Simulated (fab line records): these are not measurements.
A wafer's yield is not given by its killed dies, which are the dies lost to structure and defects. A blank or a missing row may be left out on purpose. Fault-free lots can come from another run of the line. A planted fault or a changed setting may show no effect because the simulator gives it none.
Problem report, 8D (eight disciplines) form, completed by code || flow gf180mcu || the parts of the form that need people (team, actions taken, sign-off) are left out

## 1. THE PROBLEM
GF_M1_METAL_ETCH_16, oes product au: mean 0.799 a.u. over 1 wafer from 1 lot; wafers with no fault: 0.972 a.u., standard deviation 0.0068. That is -25 standard deviations from the usual mean.
The step: etches the open film in Cl2/BCl3, stops on SiO2, target depth 627.5 nm, time 104.6 s.
First observed at day 21 10:41: wafer L621.3, on rie metal-03. Wafers with a number at this step in the record: 39, from 13 lots. Rule for "out" (also "out of limits"): further than 4 standard deviations from the usual mean. The other wafers with a number count as sound.

## 2. WHAT THIS IS AND IS NOT
{"question": "which readings at this step", "is": "oes product au, throttle valve pct", "is not": "chamber pressure mTorr, drypump motor current A"}
{"question": "which lots", "is": "L621", "is not": "L609, L610, L611, L612, L613, L614, L615, L616, L617, L630, L631, L632"}
{"question": "which wafers of those lots", "is": "L621.3", "is not": "L621.2, L621.4"}
{"question": "read on which tools", "is": "rie metal-03", "is not": "rie metal-01, rie metal-04"}
{"question": "when", "is": "from day 21 10:41", "is not": "up to then (29 sound wafers); but 9 sound wafers of L630, L631, L632 came after"}

## 3. THE SUSPECTS, EACH WITH WHAT RULES IT OUT
Counting: a tool at a process step up to the reading stays a suspect if it ran every lot that is out. Sound lots after the first of them don't rule it out here, since some wafers of a struck lot are sound.
- rie metal-03 at GF_M1_METAL_ETCH_16 (etches the open film in Cl2/BCl3, stops on SiO2, target depth 627.5 nm, time 104.6 s): kept. The lot that is out, L621, ran on it at day 21 10:41; the last sound lot it ran before that was L617, at day 19 21:52. Its own oes product au, throttle valve pct readings are out on those wafers.
- Within rie metal-03 at GF_M1_METAL_ETCH_16: the wafers that are out ran in chamber 1; their sound lot-mates ran in chamber 0.
Remaining after the count: rie metal-03 at GF_M1_METAL_ETCH_16.

## 4. THE CAUSE (what the simulator had put in)
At GF_M1_METAL_ETCH_16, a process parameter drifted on rie metal-03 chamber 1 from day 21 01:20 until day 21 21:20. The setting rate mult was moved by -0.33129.
This tool alone remained once counting was done.

## 5. THE EFFECT CHAIN, in route order
One row per reading whose mean, taken over the struck wafers that have a number, lies over 3 standard deviations from the usual. Scope: only readings with a usual standard deviation given in the record; hours: median across lots of the time from each lot's start at the first step in this table that gives one to its start at this step; sigmas: change in usual standard deviations.
{"hours": 0, "step": "GF_M1_METAL_ETCH_16", "reading": "oes product au", "usual": "0.972 a.u.", "on struck wafers": 0.799, "change": -0.173, "sigmas": -25}
{"hours": 0, "step": "GF_M1_METAL_ETCH_16", "reading": "throttle valve pct", "usual": "28.249 %", "on struck wafers": 28.446, "change": "+0.197", "sigmas": "+20"}
{"hours": 0, "step": "GF_M1_STRIP_17", "reading": "oes product au", "usual": "0.558 a.u.", "on struck wafers": 0.601, "change": "+0.043", "sigmas": "+9.3"}
{"hours": 0, "step": "GF_M1_STRIP_17", "reading": "strip time to endpoint s", "usual": "7.87 s", "on struck wafers": 8.65, "change": "+0.78", "sigmas": "+20"}
Here are the process steps it includes:
- GF_M1_METAL_ETCH_16: etches the open film in Cl2/BCl3, stops on SiO2, target depth 627.5 nm, time 104.6 s.
- GF_M1_STRIP_17: strips in O2/N2.
At these later measuring or inspecting steps, every struck wafer for which the step has a row has a number for every such reading, and none has moved that far: GF_V1_THK_MEAS_03.

## 6. WHAT WOULD HAVE CAUGHT IT SOONER
The fault began at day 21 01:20; the first out-of-limits reading in this record came at day 21 10:41, 9 hours later.
